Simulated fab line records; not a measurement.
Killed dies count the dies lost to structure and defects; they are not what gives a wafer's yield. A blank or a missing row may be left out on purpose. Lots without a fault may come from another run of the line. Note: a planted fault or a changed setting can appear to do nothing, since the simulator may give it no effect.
fab line records	flow sky130
record: lots: 5	wafers: 15	last_day: 49
route steps=708 shown VIA3@593 METAL4@598 CAP2M@603 PAD_OPEN@708
lots that met no fault: from a run of the same line without faults
start_h: hours from the record's first day to the start of the lot's first wafer shown	wait_h: hours elapsed since this lot's preceding step	" identical to the entry in the row above	L1.1+2: a single row standing in for several wafers	- no value, or no start was given	* or withheld: withheld	< > ~ a bound
route shown NAME@n: a module of which the file shows steps, and the number in the route of the first	usual: average and standard deviation across the fault-free wafers	same: alike in all rows	chamber/n: place in a boat	sites: per-site readings	_std_site: standard deviation of those values	_edge_site: outer sites' mean less inner sites'	radius_mm: for every site, how far away it sits from the centre of the wafer	mask NAME#n: copy n	behind: the most recent tool/chamber to have shaped the wafer	hold: cause of the lot's hold/its duration in hours/its outcome	device: whichever transistor did not switch (one of n, p or np)	end of line: at the end of the route, the tests of the same wafers	a step with no rows: only its recipe	killed: dies that structure and defects cost at the first sort, which is not the same as the wafer's yield	map: a wafer's dies, x killed, . not, _ none there
set.NAME: the setting that was run; set.NAME@STEP: the one run at that earlier step	model.NAME: the simulator's own value behind a step, which no gauge read
certain route steps with their lots: each step a table, each wafer a row
services: from which hour (start_h, from the record's first day; less than 0 if before it) a tool's chamber was out of use, for how many hours, and why
== steps ==
step: SKY_VIA3_SPUTTER_20
recipe: material: TiN	target_thk_nm: 20	chamber_pressure_pa: 5	power_w: 4000	time_s: 80
usual: throttle_valve_pct: 30.3/1.4
lot.wafer	tool	chamber	start_h	wait_h	throttle_valve_pct
L783.3	pvd_sputter-03	-	999.87	0.0	29.8
L783.5	"	-	"	"	30.9
L783.6	"	-	"	"	29.6
L785.2	pvd_sputter-04	-	1010.41	0.0	30.4
L785.4	"	-	"	"	29.0
L785.6	"	-	"	"	29.8
L791.1	pvd_sputter-02	-	1040.59	0.0	33.8
L791.5	"	-	"	"	30.6
L791.6	"	-	"	"	28.6
L790.4	pvd_sputter-03	-	1041.84	0.0	30.1
L790.5	"	-	"	"	28.9
L790.6	"	-	"	"	30.7
L793.1	pvd_sputter-02	-	1061.30	0.0	31.6
L793.3	"	-	"	"	33.7
L793.5	"	-	"	"	33.7
step: SKY_VIA3_CVD_21
recipe: material: W	target_thk_nm: 390	time_s: 117.31	temp_c: 400	pressure_torr: 40
step: SKY_VIA3_RS_MEAS_22
recipe: thk_meas_gauge: four-point-probe	reads: W_of_VIA3_CVD_21+TiN_of_VIA3_SPUTTER_20
usual: VIA3_W_RS: 0.2932/0.0024
lot.wafer	tool	chamber	start_h	wait_h	VIA3_W_RS[ohm/sq]
L783.3	film_metro-02	-	1000.09	0.1	0.2914
L783.5	"	-	"	"	0.2915
L783.6	"	-	"	"	0.2906
L785.2	film_metro-01	-	1010.61	0.1	0.2946
L785.4	"	-	"	"	0.2963
L785.6	"	-	"	"	0.2939
L791.1	film_metro-01	-	1040.78	0.1	0.2954
L791.5	"	-	"	"	0.2933
L791.6	"	-	"	"	0.2946
L790.4	film_metro-02	-	1042.05	0.1	0.2931
L790.5	"	-	"	"	0.2941
L790.6	"	-	"	"	0.2892
L793.1	film_metro-02	-	1061.49	0.1	0.2964
L793.3	"	-	"	"	0.2922
L793.5	"	-	"	"	0.2908
step: SKY_VIA3_THK_MEAS_23
recipe: thk_meas_gauge: xrf	reads: W_of_VIA3_CVD_21
usual: VIA3_W_THK: 387/5.3
lot.wafer	tool	chamber	start_h	wait_h	VIA3_W_THK[nm]
L783.3	film_metro-02	-	1000.19	0.1	398
L783.5	"	-	"	"	398
L783.6	"	-	"	"	397
L785.2	film_metro-01	-	1010.72	0.1	384
L785.4	"	-	"	"	380
L785.6	"	-	"	"	384
L791.1	film_metro-01	-	1040.90	0.1	384
L791.5	"	-	"	"	383
L791.6	"	-	"	"	383
L790.4	film_metro-02	-	1042.14	0.1	391
L790.5	"	-	"	"	389
L790.6	"	-	"	"	394
L793.1	film_metro-02	-	1061.61	0.1	380
L793.3	"	-	"	"	389
L793.5	"	-	"	"	388
step: SKY_VIA3_CMP_24
recipe: stop_on: SiO2	t_overpolish_s: 20	down_force_psi: 3.5	platen_rpm: 60	target_thk_nm: 0	pad_velocity_m_s: 0.94248
step: SKY_METAL4_SPUTTER_00
recipe: material: Ti	target_thk_nm: 15	power_w: 3000	time_s: 10	chamber_pressure_pa: 0.4
usual: throttle_valve_pct: 30.6/1.2
lot.wafer	tool	chamber	start_h	wait_h	throttle_valve_pct
L783.3	pvd_sputter-02	-	1000.53	0.1	33.4
L783.5	"	-	"	"	30.4
L783.6	"	-	"	"	31.6
L785.2	pvd_sputter-01	-	1011.07	0.1	30.3
L785.4	"	-	"	"	29.8
L785.6	"	-	"	"	31.1
L791.1	pvd_sputter-01	-	1041.26	0.2	30.4
L791.5	"	-	"	"	30.9
L791.6	"	-	"	"	30.9
L790.4	pvd_sputter-01	-	1042.69	0.2	30.7
L790.5	"	-	"	"	31.1
L790.6	"	-	"	"	29.5
L793.1	pvd_sputter-02	-	1061.97	0.2	31.4
L793.3	"	-	"	"	33.6
L793.5	"	-	"	"	31.8
step: SKY_METAL4_SPUTTER_01
recipe: material: TiN	target_thk_nm: 20	power_w: 6500	time_s: 16.7	chamber_pressure_pa: 0.4
step: SKY_METAL4_SPUTTER_02
recipe: material: AlCu	target_thk_nm: 735	power_w: 10600	time_s: 39.1	chamber_pressure_pa: 0.4
usual: throttle_valve_pct: 30.6/1.2
lot.wafer	tool	chamber	start_h	wait_h	throttle_valve_pct
L783.3	pvd_sputter-02	-	1000.58	0.0	33.4
L783.5	"	-	"	"	30.8
L783.6	"	-	"	"	31.6
L785.2	pvd_sputter-01	-	1011.12	0.0	30.2
L785.4	"	-	"	"	29.7
L785.6	"	-	"	"	31.2
L791.1	pvd_sputter-01	-	1041.30	0.0	30.1
L791.5	"	-	"	"	30.9
L791.6	"	-	"	"	30.6
L790.4	pvd_sputter-01	-	1042.74	0.0	30.8
L790.5	"	-	"	"	31.0
L790.6	"	-	"	"	30.1
L793.1	pvd_sputter-02	-	1062.01	0.0	31.7
L793.3	"	-	"	"	33.5
L793.5	"	-	"	"	31.5
step: SKY_METAL4_SPUTTER_03
recipe: material: Ti	target_thk_nm: 5	power_w: 3000	time_s: 3.3	chamber_pressure_pa: 0.4
step: SKY_METAL4_SPUTTER_04
recipe: material: TiN	target_thk_nm: 70	power_w: 6500	time_s: 58.3	chamber_pressure_pa: 0.4
step: SKY_CAP2M_CVD_00
recipe: material: SiO2	target_thk_nm: 15.5	temp_c: 400	time_s: withheld	rf_w: 450
step: SKY_CAP2M_THK_MEAS_01
recipe: reads: SiO2_of_CAP2M_CVD_00
usual: CAP2M_CVD_00_THK: 15.50/0.2
lot.wafer	tool	chamber	start_h	wait_h	CAP2M_CVD_00_THK[nm]
L783.3	film_metro-02	-	1000.74	-	15.41
L783.5	"	-	"	"	15.47
L783.6	"	-	"	"	15.67
L785.2	film_metro-04	-	1011.27	-	15.37
L785.4	"	-	"	"	15.39
L785.6	"	-	"	"	15.58
L791.1	film_metro-02	-	1041.43	-	15.50
L791.5	"	-	"	"	15.85
L791.6	"	-	"	"	15.64
L790.4	film_metro-03	-	1042.89	-	15.46
L790.5	"	-	"	"	15.62
L790.6	"	-	"	"	15.56
L793.1	film_metro-04	-	1062.14	-	15.63
L793.3	"	-	"	"	15.41
L793.5	"	-	"	"	15.87
step: SKY_CAP2M_SPUTTER_02
recipe: material: TiN	target_thk_nm: 200	temp_c: 300	power_w: 6500	time_s: 166.7	chamber_pressure_pa: 0.4
usual: throttle_valve_pct: 30.5/1.1
lot.wafer	tool	chamber	start_h	wait_h	throttle_valve_pct	model.TiN_of_CAP2M_SPUTTER_02.thk_nm
L783.3	pvd_sputter-03	-	1000.78	0.0	28.7	200
L783.5	"	-	"	"	30.0	200
L783.6	"	-	"	"	30.7	201.2
L785.2	pvd_sputter-03	-	1011.32	0.0	30.1	175.1
L785.4	"	-	"	"	28.8	199.1
L785.6	"	-	"	"	28.7	174.9
L791.1	pvd_sputter-02	-	1041.49	0.1	30.3	202.5
L791.5	"	-	"	"	28.6	202.2
L791.6	"	-	"	"	33.3	201.9
L790.4	pvd_sputter-02	-	1042.92	0.0	28.8	203.1
L790.5	"	-	"	"	28.8	200.7
L790.6	"	-	"	"	33.6	200.3
L793.1	pvd_sputter-01	-	1062.20	0.1	30.8	199.7
L793.3	"	-	"	"	31.1	199.5
L793.5	"	-	"	"	30.9	199.3
step: SKY_CAP2M_RS_MEAS_03
recipe: thk_meas_gauge: four-point-probe	reads: TiN_of_CAP2M_SPUTTER_02
usual: CAP2M_TIN_RS: 6.93/0.057
lot.wafer	tool	chamber	start_h	wait_h	CAP2M_TIN_RS[ohm/sq]
L783.3	film_metro-02	-	1000.93	0.1	6.92
L783.5	"	-	"	"	6.90
L783.6	"	-	"	"	6.87
L785.2	film_metro-02	-	1011.45	0.1	7.92
L785.4	"	-	"	"	6.95
L785.6	"	-	"	"	7.92
L791.1	film_metro-04	-	1041.60	0.1	6.82
L791.5	"	-	"	"	6.83
L791.6	"	-	"	"	6.84
L790.4	film_metro-03	-	1043.09	0.1	6.82
L790.5	"	-	"	"	6.90
L790.6	"	-	"	"	6.91
L793.1	film_metro-02	-	1062.31	0.1	6.93
L793.3	"	-	"	"	6.93
L793.5	"	-	"	"	6.95
step: SKY_CAP2M_THK_MEAS_04
recipe: thk_meas_gauge: xrf	reads: TiN_of_CAP2M_SPUTTER_02
usual: CAP2M_TIN_THK: 201.5/2.2
lot.wafer	tool	chamber	start_h	wait_h	CAP2M_TIN_THK[nm]
L783.3	film_metro-02	-	1001.03	0.1	202.2
L783.5	"	-	"	"	201.4
L783.6	"	-	"	"	202.8
L785.2	film_metro-02	-	1011.56	0.1	176.3
L785.4	"	-	"	"	200.4
L785.6	"	-	"	"	175.4
L791.1	film_metro-04	-	1041.72	0.1	203.3
L791.5	"	-	"	"	203.3
L791.6	"	-	"	"	203.0
L790.4	film_metro-03	-	1043.18	0.1	207.5
L790.5	"	-	"	"	204.7
L790.6	"	-	"	"	204.3
L793.1	film_metro-02	-	1062.43	0.1	200.9
L793.3	"	-	"	"	200.7
L793.5	"	-	"	"	199.7
step: SKY_CAP2M_DEHYDRATE_05
recipe: temp_c: 200	time_s: 60
step: SKY_CAP2M_HMDS_06
recipe: prime_time_s: 60	prime_temp_c: 120
step: SKY_CAP2M_COAT_07
recipe: resist: NOVOLAK	spin_rpm: 3000	resist_thk_nm: 1140
step: SKY_CAP2M_SOFTBAKE_08
recipe: temp_c: 90	time_s: 60	resist: NOVOLAK
step: SKY_CAP2M_EXPOSE_09
recipe: mask_id: CAP2M	na: 0.6	source_shape: conventional	sigma_outer: 0.6	polarization: unpolarized	target_cd_nm: 1000	dose_mj: 159
step: SKY_CAP2M_PEB_10
recipe: temp_c: withheld	time_s: *	resist: NOVOLAK
step: SKY_CAP2M_DEVELOP_11
recipe: resist: NOVOLAK	developer: TMAH	develop_time_s: 60	dev_temp_c: 23
step: SKY_CAP2M_OVL_MEAS_12
usual: CAP2M_OVL: 0.4/1.4
lot.wafer	tool	chamber	start_h	wait_h	CAP2M_OVL[nm]
L783.3	overlay-02	-	1024.20	0.1	-1.1
L783.5	"	-	"	"	0.3
L783.6	"	-	"	"	1.3
L785.2	overlay-01	-	1034.42	0.1	1.1
L785.4	"	-	"	"	0.7
L785.6	"	-	"	"	2.3
L791.1	overlay-02	-	1063.68	0.1	-0.6
L791.5	"	-	"	"	-0.2
L791.6	"	-	"	"	-0.9
L790.4	overlay-01	-	1065.23	0.1	-1.1
L790.5	"	-	"	"	-0.7
L790.6	"	-	"	"	1.3
L793.1	overlay-01	-	1083.81	0.1	0.3
L793.3	"	-	"	"	0.8
L793.5	"	-	"	"	0.7
step: SKY_CAP2M_METAL_ETCH_13
recipe: target_depth_nm: 220	stop_on: SiO2	chemistry: Cl2/BCl3	target: TiN	pressure_mtorr: 10	icp_w: 900	bias_w: 48.5	Cl2_flow_sccm: 60	bcl3_flow_sccm: 30	time_s: 62.9
usual: bcl3_flow_sccm: 29.99/0.086	drypump_motor_current_A: 5.8/0.56	oes_product_au: 0.939/0.0062	throttle_valve_pct: 21.902/0.01
lot.wafer	tool	chamber	start_h	wait_h	bcl3_flow_sccm	drypump_motor_current_A	oes_product_au	rf_hours_counter_h	throttle_valve_pct
L783.3	rie_metal-02	1	1024.25	0.0	29.75	6.5	0.940	-	21.912
L783.5	"	1	"	"	29.90	6.5	0.931	-	21.892
L783.6	"	0	"	"	30.01	4.7	0.940	-	21.880
L785.2	rie_metal-04	1	1034.45	0.0	30.05	6.0	0.874	11	21.943
L785.4	"	0	"	"	30.06	5.1	0.935	-	21.906
L785.6	"	1	"	"	29.91	6.0	0.863	-	21.936
L791.1	rie_metal-04	1	1063.72	0.0	30.07	6.1	0.946	12	21.884
L791.5	"	0	"	"	29.92	5.1	0.950	-	21.908
L791.6	"	1	"	"	30.01	6.0	0.942	-	21.914
L790.4	rie_metal-03	1	1065.28	0.0	29.92	6.2	0.951	-	21.899
L790.5	"	0	"	"	29.96	6.0	0.944	-	21.887
L790.6	"	1	"	"	30.02	6.2	0.946	-	21.903
L793.1	rie_metal-04	1	1083.85	0.0	29.92	6.0	0.932	14	21.897
L793.3	"	1	"	"	30.03	6.0	0.937	-	21.901
L793.5	"	1	"	"	30.04	6.1	0.945	-	21.911
step: SKY_CAP2M_STRIP_14
recipe: chemistry: O2/N2	power_w: 1400	pressure_mtorr: 1500	platen_temp_c: withheld	o2_flow_sccm: 3000	n2_flow_sccm: 300	overash_fraction: 0.5
step: SKY_CAP2M_STRIP_15
recipe: chemistry: post_etch_residue_remover	time_s: 1200	temp_c: 72.5
step: SKY_CAP2M_CLEAN_16
recipe: chemistry: IPA	time_s: 180	temp_c: 25
step: SKY_CAP2M_CLEAN_17
recipe: chemistry: O3/DIW	dry: n2_spin
step: SKY_METAL4_DEHYDRATE_05
recipe: temp_c: 200	time_s: 60
step: SKY_METAL4_HMDS_06
recipe: prime_time_s: 60	prime_temp_c: 120
step: SKY_METAL4_COAT_07
recipe: resist: BARC	temp_c: withheld	time_s: withheld	spin_rpm: 3000	resist_thk_nm: 60
step: SKY_METAL4_COAT_08
recipe: resist: KrF-thick	spin_rpm: 3000	resist_thk_nm: 1140
step: SKY_METAL4_SOFTBAKE_09
recipe: temp_c: 100	time_s: 90	resist: KrF-thick
step: SKY_METAL4_EXPOSE_10
recipe: mask_id: MM4	na: 0.68	source_shape: annular	sigma_inner: 0.4	sigma_outer: 0.8	target_cd_nm: 300	dose_mj: 28
step: SKY_METAL4_PEB_11
recipe: peb_temp_c: withheld	peb_time_s: withheld	resist: KrF-thick
step: SKY_METAL4_DEVELOP_12
recipe: develop_time_s: 60	resist: KrF-thick	dev_temp_c: 21
step: SKY_METAL4_CD_MEAS_13
recipe: target_cd_nm: 300
usual: cd_nm: 299.6/1.6
lot.wafer	tool	chamber	start_h	wait_h	cd_nm
L783.3	cd_sem-02	-	1047.94	-	298.2
L783.5	"	-	"	"	300.3
L783.6	"	-	"	"	299.2
L785.2	cd_sem-01	-	1057.83	-	300.8
L785.4	"	-	"	"	299.8
L785.6	"	-	"	"	299.6
L791.1	cd_sem-01	-	1085.10	-	300.4
L791.5	"	-	"	"	298.9
L791.6	"	-	"	"	298.0
L790.4	cd_sem-02	-	1087.76	-	300.8
L790.5	"	-	"	"	300.1
L790.6	"	-	"	"	300.8
L793.1	cd_sem-01	-	1105.06	-	299.2
L793.3	"	-	"	"	300.3
L793.5	"	-	"	"	301.4
step: SKY_METAL4_OVL_MEAS_14
usual: METAL4_OVL: -2/5.5
lot.wafer	tool	chamber	start_h	wait_h	METAL4_OVL[nm]
L783.3	overlay-01	-	1048.03	0.1	-11
L783.5	"	-	"	"	-20
L783.6	"	-	"	"	-15
L785.2	overlay-02	-	1057.94	0.1	-5
L785.4	"	-	"	"	2
L785.6	"	-	"	"	-3
L791.1	overlay-01	-	1085.22	0.1	-7
L791.5	"	-	"	"	-6
L791.6	"	-	"	"	-2
L790.4	overlay-02	-	1087.84	0.1	5
L790.5	"	-	"	"	5
L790.6	"	-	"	"	3
L793.1	overlay-02	-	1105.18	0.1	-4
L793.3	"	-	"	"	-9
L793.5	"	-	"	"	-6
step: SKY_METAL4_DESCUM_15
recipe: chemistry: O2	source_power_w: 150	bias_power_w: 0	pressure_mtorr: 10	temp_c: 40	time_s: 8
usual: drypump_motor_current_A: 5.9/0.41	oes_product_au: 1.000/0.0067
same: bias_power_w: 0
lot.wafer	tool	chamber	start_h	wait_h	drypump_motor_current_A	oes_product_au	rf_hours_counter_h
L783.3	rie_metal-04	1	1048.07	0.0	6.1	0.993	-
L783.5	"	1	"	"	6.1	1.005	-
L783.6	"	0	"	"	5.1	0.985	-
L785.2	rie_metal-03	1	1057.97	0.0	6.2	0.998	6
L785.4	"	1	"	"	6.2	0.994	-
L785.6	"	0	"	"	6.0	1.003	-
L791.1	rie_metal-03	0	1085.26	0.0	5.9	1.016	2
L791.5	"	0	"	"	6.0	1.008	-
L791.6	"	0	"	"	6.0	1.010	-
L790.4	rie_metal-04	0	1087.87	0.0	5.1	1.003	-
L790.5	"	0	"	"	5.1	1.000	-
L790.6	"	1	"	"	6.0	1.011	-
L793.1	rie_metal-01	1	1105.21	0.0	5.8	1.012	12
L793.3	"	0	"	"	6.4	0.992	-
L793.5	"	1	"	"	5.8	0.997	-
step: SKY_METAL4_ETCH_16
recipe: chemistry: N2/H2	target: BARC	ion_energy_ev: 200	bias_w: 100	pressure_mtorr: 30	n2_flow_sccm: 100	h2_flow_sccm: 200	icp_w: 500	stop_on: SiO2	time_s: 88.2	target_depth_a: 600
step: SKY_METAL4_ETCH_17
recipe: target: SiO2	stop_on: TiN	chemistry: C4F8/O2/Ar	source_w: 1500	bias_w: 1200	pressure_mtorr: 40	c4f8_flow_sccm: withheld	O2_flow_sccm: 6	Ar_flow_sccm: 300	time_s: 3.9	target_depth_a: 150
usual: oes_product_au: 0.754/0.0068
lot.wafer	tool	chamber	start_h	wait_h	oes_product_au	rf_hours_counter_h
L783.3	rie_diel-03	1	1048.19	0.0	0.752	11
L783.5	"	0	"	"	0.749	-
L783.6	"	1	"	"	0.759	-
L785.2	rie_diel-03	2	1058.10	0.1	0.758	23
L785.4	"	1	"	"	0.747	12
L785.6	"	3	"	"	0.765	-
L791.1	rie_diel-02	3	1085.52	0.2	0.749	4
L791.5	"	2	"	"	0.759	-
L791.6	"	1	"	"	0.763	-
L790.4	rie_diel-03	3	1087.99	0.0	0.758	19
L790.5	"	2	"	"	0.755	-
L790.6	"	1	"	"	0.752	-
L793.1	rie_diel-03	2	1105.34	0.1	0.750	24
L793.3	"	3	"	"	0.752	19
L793.5	"	1	"	"	0.763	-
step: SKY_METAL4_METAL_ETCH_18
recipe: target_depth_a: 8450	stop_on: SiO2	over_etch_frac: 0.3	time_s: 183.1	chemistry: Cl2/BCl3	resist_sidewall_deg: 88	pressure_mtorr: 10	icp_w: 900	bias_w: 48.5	Cl2_flow_sccm: 60	bcl3_flow_sccm: 30
step: SKY_METAL4_STRIP_20
recipe: chemistry: post_etch_residue_remover	time_s: 1200	temp_c: 72.5
lot.wafer	tool	chamber	start_h	wait_h	model.TiN_of_CAP2M_SPUTTER_02.thk_nm
L783.3+5	wet_bench-01	3	1048.66	0.0	199.2
L783.6	"	3	"	"	200.3
L785.2	wet_bench-01	1	1058.40	0.1	174.3
L785.4	"	1	"	"	198.2
L785.6	"	1	"	"	174
L791.1	wet_bench-03	1	1085.82	0.1	201.6
L791.5	"	1	"	"	201.3
L791.6	"	1	"	"	201
L790.4	wet_bench-01	2	1088.46	0.0	202.2
L790.5	"	2	"	"	199.8
L790.6	"	2	"	"	199.4
L793.1	wet_bench-03	2	1105.64	0.1	198.8
L793.3	"	2	"	"	198.6
L793.5	"	2	"	"	198.5
step: SKY_PAD_OPEN_PROBE_99
usual: defect_limited_yield: 82.7/1.9	killed_at_M0_to_M3: 43/7.1	killed_at_M4_up: 3.2/1.9	killed_at_contacts: 23/5.1	killed_at_front_end: 15/4.5	killed_at_other: 0.4/0.65	killed_dies: 85/9.4	killed_open: 47/6.8	killed_short: 38/6.1	sort_bin_3_pad_short: 0.8/0.38	sort_bin_5_function: 10.3/1.5	sort_bin_6_memory: 6.2/1.1	sort_n_pass: 407/9.4	sort_yield_pct: 82.7/1.9
same: gross_dies: 492	killed_at_back_side: 0	sort_bin_4_leakage[%]: 0	sort_bin_8_speed[%]: 0
lot.wafer	tool	chamber	start_h	wait_h	defect_limited_yield[%]	killed_at_M0_to_M3	killed_at_M4_up	killed_at_contacts	killed_at_front_end	killed_at_other	killed_dies	killed_open	killed_short	sort_bin_3_pad_short[%]	sort_bin_5_function[%]	sort_bin_6_memory[%]	sort_n_pass	sort_yield_pct[%]	model.etest.cap_mim2.plate_ohm_sq	model.etest.cap_mim2.bv_v	model.etest.cap_mim2.leak_log10_a_cm2
L783.3	prober-01	-	1138.08	0.2	83.9	40	3	24	12	0	79	34	45	1.2	10.2	4.7	413	83.9	5.989	13.52	-9.116
L783.5	prober-01	-	1138.18	0.2	85.4	36	5	17	14	0	72	36	36	0.6	8.7	5.3	420	85.4	6.055	13.97	-9.166
L783.6	prober-01	-	1138.23	0.2	80.5	53	5	24	14	0	96	60	36	1.0	11.6	6.9	396	80.5	5.98	14.58	-9.118
L785.2	prober-01	-	1146.39	0.1	82.9	42	2	25	15	0	84	43	41	0.2	10.6	6.3	408	82.9	6.894	12.83	-8.609
L785.4	prober-01	-	1146.49	0.2	80.9	49	1	24	20	0	94	54	40	0.4	10.4	8.3	398	80.9	6	13.74	-8.919
L785.6	prober-01	-	1146.59	0.2	82.1	52	2	21	13	0	88	55	33	0.6	10.2	7.1	404	82.1	6.821	13.48	-8.735
L791.1	prober-02	-	1170.62	0.1	87.8	32	1	16	11	0	60	27	33	0.4	6.9	4.9	432	87.8	5.892	14.05	-8.872
L791.5	prober-02	-	1170.82	0.2	80.1	54	4	20	20	0	98	53	45	1.2	12.6	6.1	394	80.1	5.929	14.23	-9.077
L791.6	prober-02	-	1170.87	0.2	79.1	54	2	22	25	0	103	56	47	0.6	10.8	9.6	389	79.1	5.99	14.57	-8.985
L790.4	prober-01	-	1171.62	0.2	86.8	29	4	17	15	0	65	38	27	0.8	7.7	4.7	427	86.8	5.883	13.88	-8.879
L790.5	prober-01	-	1171.67	0.2	82.9	44	4	18	17	1	84	45	38	1.4	8.9	6.7	408	82.9	5.999	14.22	-8.924
L790.6	prober-01	-	1171.72	0.2	82.5	50	6	16	14	0	86	41	45	1.4	10.0	6.1	406	82.5	5.957	13.74	-8.946
L793.1	prober-01	-	1184.29	0.1	81.9	36	1	27	25	0	89	46	43	1.2	10.6	6.3	403	81.9	5.983	13.6	-8.964
L793.3	prober-01	-	1184.39	0.2	85.0	43	3	19	9	0	74	33	41	0.4	8.7	5.9	418	85.0	5.96	13.59	-8.834
L793.5	prober-01	-	1184.49	0.2	83.1	42	1	25	14	1	83	49	34	0.6	11.2	5.1	409	83.1	6.018	14.28	-9.188
killed by level:class
L783.3 METAL1:geometric_particle:short=8 VIA1:geometric_particle:open=8 LI_CONTACT:geometric_particle:open=6 LOCAL_INTERCONNECT:geometric_particle:short=6 VIA2:geometric_particle:open=5 VIA3:geometric_particle:short=4 CONTACT:geometric_particle:short=4 CONTACT:geometric_particle:open=4
L783.5 VIA1:geometric_particle:open=7 VIA2:geometric_particle:open=7 CONTACT:geometric_particle:open=6 FIELD_ISO:geometric_particle:open=5 LOCAL_INTERCONNECT:geometric_particle:short=5 VIA1:geometric_particle:short=5 CONTACT:geometric_particle:short=4 METAL2:geometric_particle:short=4
L783.6 VIA1:geometric_particle:open=15 VIA3:geometric_particle:open=9 LI_CONTACT:geometric_particle:open=8 LOCAL_INTERCONNECT:geometric_particle:short=7 VIA2:geometric_particle:open=6 METAL1:geometric_particle:short=6 VIA1:geometric_particle:short=5 SPACER:geometric_particle:open=5
L785.2 CONTACT:geometric_particle:open=8 METAL2:geometric_particle:short=8 VIA1:geometric_particle:open=8 VIA3:geometric_particle:open=8 VIA1:geometric_particle:short=7 LI_CONTACT:geometric_particle:open=6 CONTACT:geometric_particle:short=5 VIA2:geometric_particle:open=4
L785.4 VIA1:geometric_particle:open=15 LI_CONTACT:geometric_particle:open=10 VIA2:geometric_particle:open=8 FIELD_ISO:geometric_particle:short=6 CONTACT:geometric_particle:open=6 METAL1:geometric_particle:short=6 CONTACT:geometric_particle:short=5 VIA2:geometric_particle:short=5
L785.6 VIA1:geometric_particle:open=11 VIA2:geometric_particle:open=10 LI_CONTACT:geometric_particle:open=9 VIA3:geometric_particle:open=7 METAL2:geometric_particle:short=6 FIELD_ISO:geometric_particle:open=4 CONTACT:geometric_particle:open=4 VIA3:geometric_particle:short=4
L791.1 CONTACT:geometric_particle:open=7 METAL2:geometric_particle:short=7 VIA1:geometric_particle:open=6 FIELD_ISO:geometric_particle:short=5 VIA1:geometric_particle:short=5 LI_CONTACT:geometric_particle:open=5 METAL1:geometric_particle:short=4 POLY_GATE:geometric_particle:short=3
L791.5 VIA1:geometric_particle:open=12 FIELD_ISO:geometric_particle:short=10 LI_CONTACT:geometric_particle:open=9 CONTACT:geometric_particle:open=6 VIA2:geometric_particle:short=6 FIELD_ISO:geometric_particle:open=5 VIA3:geometric_particle:open=5 METAL1:geometric_particle:short=5
L791.6 VIA1:geometric_particle:open=16 FIELD_ISO:geometric_particle:open=9 METAL1:geometric_particle:short=7 POLY_GATE:geometric_particle:short=6 LI_CONTACT:geometric_particle:open=6 CONTACT:geometric_particle:open=6 VIA1:geometric_particle:short=6 VIA3:geometric_particle:open=6
L790.4 LI_CONTACT:geometric_particle:open=5 CONTACT:geometric_particle:open=5 VIA3:geometric_particle:open=5 CONTACT:geometric_particle:short=4 VIA1:geometric_particle:open=4 VIA2:geometric_particle:open=4 FIELD_ISO:geometric_particle:short=3 FIELD_ISO:geometric_particle:open=3
L790.5 VIA1:geometric_particle:open=10 CONTACT:geometric_particle:open=7 VIA3:geometric_particle:open=7 FIELD_ISO:geometric_particle:open=5 CONTACT:geometric_particle:short=5 METAL1:geometric_particle:short=5 VIA2:geometric_particle:short=4 VIA3:geometric_particle:short=4
L790.6 VIA2:geometric_particle:open=8 VIA3:geometric_particle:open=8 VIA1:geometric_particle:open=7 VIA1:geometric_particle:short=6 VIA2:geometric_particle:short=6 FIELD_ISO:geometric_particle:short=5 METAL1:geometric_particle:short=5 METAL4:geometric_particle:short=5
L793.1 POLY_GATE:geometric_particle:open=8 METAL2:geometric_particle:short=8 LI_CONTACT:geometric_particle:open=7 CONTACT:geometric_particle:open=7 VIA2:geometric_particle:open=6 CONTACT:geometric_particle:short=6 FIELD_ISO:geometric_particle:open=5 VIA1:geometric_particle:open=5
L793.3 VIA2:geometric_particle:open=10 METAL1:geometric_particle:short=8 VIA1:geometric_particle:open=7 VIA2:geometric_particle:short=6 METAL2:geometric_particle:short=5 CONTACT:geometric_particle:short=4 LI_CONTACT:geometric_particle:short=4 LI_CONTACT:geometric_particle:open=4
L793.5 VIA1:geometric_particle:open=10 CONTACT:geometric_particle:open=10 VIA3:geometric_particle:open=9 LI_CONTACT:geometric_particle:open=6 CONTACT:geometric_particle:short=6 METAL1:geometric_particle:short=6 VIA2:geometric_particle:open=5 FIELD_ISO:geometric_particle:open=4
== services ==
tool	chamber	start_h	hours	kind
rie_metal-02	-	978.15	2.8	pm
pvd_sputter-04	-	983.99	1.9	repair
rie_metal-02	-	994.34	14.6	pm
pvd_sputter-02	-	1001.31	36.9	repair
rie_metal-03	0	1001.60	3.1	repair
wet_bench-03	-	1017.86	4.4	pm
pvd_sputter-03	3	1024.19	-	consumable_replace:kit
rie_metal-01	1	1040.95	5.8	repair
pvd_sputter-01	1	1041.41	-	consumable_replace:kit
pvd_sputter-01	1	1041.41	18.0	scheduled_down
pvd_sputter-01	1	1041.41	18.0	vent_cycle
rie_metal-03	1	1048.03	3.3	repair
pvd_sputter-02	2	1053.12	-	consumable_replace:kit
pvd_sputter-02	2	1053.12	18.0	scheduled_down
pvd_sputter-02	2	1053.12	18.0	vent_cycle
pvd_sputter-04	-	1057.39	14.6	repair
rie_diel-03	-	1067.55	1.7	repair
pvd_sputter-03	-	1072.37	1.8	repair
rie_metal-03	0	1073.30	11.9	repair
pvd_sputter-03	-	1074.54	0.5	repair
pvd_sputter-02	1	1097.78	-	consumable_replace:kit
pvd_sputter-02	1	1097.78	18.0	scheduled_down
pvd_sputter-02	1	1097.78	18.0	vent_cycle
rie_diel-03	-	1098.18	2.8	pm
== key ==
first_sign: step: SKY_CAP2M_RS_MEAS_03	reading: CAP2M_TIN_RS	direction: up	sigmas: 17	usual: 6.93	struck: 7.92
effect: step: SKY_CAP2M_THK_MEAS_04	reading: CAP2M_TIN_THK	direction: down	sigmas: 12	usual: 201.5	struck: 175.8
effect: step: SKY_CAP2M_METAL_ETCH_13	reading: oes_product_au	direction: down	sigmas: 11	usual: 0.939	struck: 0.869
model_effect: step: SKY_CAP2M_SPUTTER_02	value: TiN_of_CAP2M_SPUTTER_02.thk_nm	without: 197.6	struck: 175
model_effect: step: SKY_METAL4_STRIP_20	value: TiN_of_CAP2M_SPUTTER_02.thk_nm	without: 196.7	struck: 174.2
model_effect: step: SKY_PAD_OPEN_PROBE_99	value: etest.cap_mim2.plate_ohm_sq	without: 6.075	struck: 6.858
met_at SKY_CAP2M_SPUTTER_02
struck_wafers L785.2,L785.6
onset_between 1000.78 1011.32
fault: kind: process_parameter_drift	tool: pvd_sputter-03	chamber: -	onset_h: 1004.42	steps: SKY_CAP2M_SPUTTER_02	channel: time_s	offset: *	shape: step	end_h: 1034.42	scope: struck_wafers_only	acts_in: *	stated: *
